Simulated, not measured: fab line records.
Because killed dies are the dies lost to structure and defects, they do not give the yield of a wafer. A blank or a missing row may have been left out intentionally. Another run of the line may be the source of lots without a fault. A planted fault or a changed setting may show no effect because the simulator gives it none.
Which tool was responsible? | flow gf180mcu | 39 wafers from 13 lots sampled at 5 of the route's 602 steps

== WHAT EACH GAUGE READ, for each wafer ==
GF_VT_IMPLANT_RS_MEAS_49: the measuring method here is four-point-probe. Usual: for MVPSD_RS the level is 1165.3 ohm/sq and the standard deviation is 2.9.
lot  | measured     | on           | MVPSD_RS (ohm/sq)    | flag
L541 | day 7 14:59  | filmMetro-02 | 1171.4 1171.9 1172.4 | 
L543 | day 8 06:29  | filmMetro-01 | 1166.3 1164.8 1161.0 | 
L544 | day 8 11:14  | filmMetro-02 | 1166.3 1168.0 1167.4 | 
L545 | day 8 15:47  | filmMetro-02 | 1167.5 1168.4 1166.2 | 
L546 | day 9 00:52  | filmMetro-02 | 1164.8 1167.2 1165.9 | 
L548 | day 9 10:23  | filmMetro-02 | 1166.5 1163.6 1162.1 | 
L553 | day 11 05:03 | filmMetro-02 | 1167.5 1164.5 1165.6 | 
L554 | day 11 07:28 | filmMetro-02 | 1164.0 1165.5 1164.2 | 
L556 | day 11 18:19 | filmMetro-02 | 1166.8 1168.0 1165.2 | 
L559 | day 12 13:16 | filmMetro-01 | 1166.9 1164.0 1165.4 | 
L561 | day 13 11:52 | filmMetro-02 | 1169.0 1168.2 1165.9 | 
L562 | day 13 13:54 | filmMetro-04 | 1164.3 1161.7 1162.0 | 
L564 | day 14 08:25 | filmMetro-02 | 1163.1 1162.1 1163.0 | 

GF_HV_LDD_OVL_MEAS_08. Usual: for HV_LDD_OVL the level is -1.5 nm and the standard deviation is 1.6.
lot  | measured     | on         | HV_LDD_OVL (nm) | flag
L541 | day 10 02:47 | overlay-02 | -3.7 -3.1 -3.9  | 
L543 | day 10 16:20 | overlay-01 | 0.4 0.5 -0.6    | 
L544 | day 10 23:26 | overlay-02 | 58.7 58.0 59.8  | OFF
L545 | day 11 05:36 | overlay-01 | 1.8 0.7 0.2     | 
L546 | day 11 13:26 | overlay-01 | -1.9 -1.2 -1.3  | 
L548 | day 12 01:24 | overlay-02 | 61.8 61.6 60.2  | OFF
L553 | day 13 21:02 | overlay-02 | -1.9 -1.4 -1.7  | 
L554 | day 14 13:43 | overlay-02 | -1.6 0.0 0.9    | 
L556 | day 14 18:10 | overlay-02 | 0.2 0.5 0.0     | 
L559 | day 15 14:49 | overlay-01 | -1.7 -1.0 0.6   | 
L561 | day 16 10:47 | overlay-01 | -0.9 -1.3 -0.8  | 
L562 | day 16 13:15 | overlay-01 | -0.2 0.6 -0.7   | 
L564 | day 17 09:55 | overlay-02 | -1.5 0.2 -0.5   | 

== WHAT TOOL EACH LOT RAN ON (gives the tool, then ch and the chambers of the sampled wafers, and finally the start) ==
lot  | GF_VT_IMPLANT_STRIP_31              | GF_DUAL_GATE_STRIP_13               | GF_HV_LDD_EXPOSE_04
L541 | plasmaAsher-03 ch 0,1, day 6 22:53  | plasmaAsher-02 ch 0,1, day 8 09:10  | ilineStepper-01 ch 0, day 9 17:57
L543 | plasmaAsher-03 ch 0,1, day 7 13:05  | plasmaAsher-01 ch 0,1, day 9 00:46  | ilineStepper-02 ch 0, day 10 07:38
L544 | plasmaAsher-03 ch 0,1, day 7 17:50  | plasmaAsher-04 ch 0,1, day 9 05:50  | ilineStepper-01 ch 0, day 10 13:50
L545 | plasmaAsher-02 ch 0, day 7 21:38    | plasmaAsher-04 ch 0, day 9 10:17    | ilineStepper-02 ch 0, day 10 20:13
L546 | plasmaAsher-02 ch 0,1, day 8 07:23  | plasmaAsher-01 ch 0,1, day 9 20:13  | ilineStepper-02 ch 0, day 11 04:22
L548 | plasmaAsher-03 ch 0,1, day 8 17:32  | plasmaAsher-02 ch 0,1, day 10 06:41 | ilineStepper-01 ch 0, day 11 16:21
L553 | plasmaAsher-03 ch 0,1, day 10 10:02 | plasmaAsher-01 ch 0,1, day 12 02:28 | ilineStepper-02 ch 0, day 13 11:35
L554 | plasmaAsher-04 ch 0,1, day 10 12:11 | plasmaAsher-04 ch 0,1, day 12 13:32 | ilineStepper-02 ch 0, day 14 03:54
L556 | plasmaAsher-04 ch 0, day 10 22:53   | plasmaAsher-01 ch 0,1, day 12 16:50 | ilineStepper-02 ch 0, day 14 08:47
L559 | plasmaAsher-04 ch 0,1, day 11 17:56 | plasmaAsher-04 ch 0,1, day 13 14:04 | ilineStepper-02 ch 0, day 15 04:05
L561 | plasmaAsher-04 ch 0, day 12 14:59   | plasmaAsher-02 ch 0,1, day 14 10:08 | ilineStepper-02 ch 0, day 15 23:53
L562 | plasmaAsher-02 ch 0,1, day 12 17:01 | plasmaAsher-01 ch 0,1, day 14 12:13 | ilineStepper-02 ch 0, day 16 02:37
L564 | plasmaAsher-03 ch 0, day 13 11:47   | plasmaAsher-02 ch 0,1, day 15 07:56 | ilineStepper-02 ch 0, day 16 21:35
- GF_VT_IMPLANT_STRIP_31: strips in O2/N2.
- GF_DUAL_GATE_STRIP_13: strips in O2/N2.
- GF_HV_LDD_EXPOSE_04: exposes mask Nplus LV AREA, target cd 400 nm.

== WHAT THE TOOLS THEMSELVES READ (means of the sampled wafers that have a number; where no wafer has one, the mark that the record gives instead) ==
GF_VT_IMPLANT_STRIP_31. Usual: drypumpMotorCurrentA 5.9 A, standard deviation 0.57; heaterPowerW 332 W, standard deviation 30; oesProductAu 0.716 a.u., standard deviation 0.0044; stripTimeToEndpointS 12.64 s, standard deviation 0.045.
lot  | tool           | drypumpMotorCurrentA (A) | heaterPowerW (W) | oesProductAu (a.u.) | stripTimeToEndpointS (s) | flag
L541 | plasmaAsher-03 | 5.7                      | 316              | 0.717               | 12.58                    | 
L543 | plasmaAsher-03 | 5.4                      | 348              | 0.719               | 12.65                    | 
L544 | plasmaAsher-03 | 5.7                      | 313              | 0.715               | 12.60                    | 
L545 | plasmaAsher-02 | 5.0                      | 302              | 0.714               | 12.67                    | 
L546 | plasmaAsher-02 | 5.5                      | 322              | 0.716               | 12.69                    | 
L548 | plasmaAsher-03 | 5.7                      | 316              | 0.719               | 12.61                    | 
L553 | plasmaAsher-03 | 5.4                      | 342              | 0.716               | 12.60                    | 
L554 | plasmaAsher-04 | 6.3                      | 336              | 0.716               | 12.68                    | 
L556 | plasmaAsher-04 | 6.2                      | 323              | 0.715               | 12.69                    | 
L559 | plasmaAsher-04 | 6.3                      | 335              | 0.718               | 12.62                    | 
L561 | plasmaAsher-04 | 6.2                      | 319              | 0.720               | 12.57                    | 
L562 | plasmaAsher-02 | 5.5                      | 314              | 0.717               | 12.64                    | 
L564 | plasmaAsher-03 | 6.0                      | 289              | 0.717               | 12.63                    | 

GF_DUAL_GATE_STRIP_13. Usual: drypumpMotorCurrentA 6.0 A, standard deviation 0.44; heaterPowerW 331 W, standard deviation 39; oesProductAu 0.716 a.u., standard deviation 0.0046; stripTimeToEndpointS 12.65 s, standard deviation 0.035.
lot  | tool           | drypumpMotorCurrentA (A) | heaterPowerW (W) | oesProductAu (a.u.) | stripTimeToEndpointS (s) | flag
L541 | plasmaAsher-02 | 5.5                      | 320              | 0.717               | 12.68                    | 
L543 | plasmaAsher-01 | 6.1                      | 350              | 0.718               | 12.64                    | 
L544 | plasmaAsher-04 | 6.3                      | 337              | 0.717               | 12.63                    | 
L545 | plasmaAsher-04 | 6.2                      | 318              | 0.712               | 12.65                    | 
L546 | plasmaAsher-01 | 6.0                      | 314              | 0.715               | 12.60                    | 
L548 | plasmaAsher-02 | 5.5                      | 311              | 0.718               | 12.62                    | 
L553 | plasmaAsher-01 | 6.0                      | 312              | 0.714               | 12.61                    | 
L554 | plasmaAsher-04 | 6.5                      | 351              | 0.720               | 12.63                    | 
L556 | plasmaAsher-01 | 6.1                      | 355              | 0.715               | 12.72                    | 
L559 | plasmaAsher-04 | 6.5                      | 352              | 0.716               | 12.68                    | 
L561 | plasmaAsher-02 | 5.5                      | 320              | 0.718               | 12.61                    | 
L562 | plasmaAsher-01 | 6.1                      | 346              | 0.717               | 12.60                    | 
L564 | plasmaAsher-02 | 5.3                      | 311              | 0.714               | 12.67                    | 

== THE ANSWER, worked out from the rows above alone ==
Rule: take the mean of a lot's wafers that have a number; if it is more than 3 standard deviations from the usual mean, the lot is off. A lot without any number at a reading at which 4 lots or more have one is off too. All remaining lots with rows at the step are treated as sound. First the gauges in route order, then the tools' own readings, where a lot's mean is used as printed above. At the first step where some lot is off, the reading lying furthest off is the one used; lots without a number count as furthest.
Off: at GF_HV_LDD_OVL_MEAS_08 (HV_LDD_OVL), L544, L548.
A tool fits if, at a process step before that reading, it ran every lot that is off, and no sound lot after the first of them. Those tools and the gauges at GF_HV_LDD_OVL_MEAS_08 are tried in the same way. One candidate fits, namely ilineStepper-01 at GF_HV_LDD_EXPOSE_04. Its last sound lot is L541 (day 9 17:57), its first lot that is off L544 (day 10 13:50): a fault that began between those two fits.

== WHAT THE SIMULATOR PUT IN ==
Scanner matching overlay: ilineStepper-01, from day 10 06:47 on, at GF_HV_LDD_EXPOSE_04. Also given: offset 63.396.
Shown lots that were struck: L544, L548. The rule above found the same.
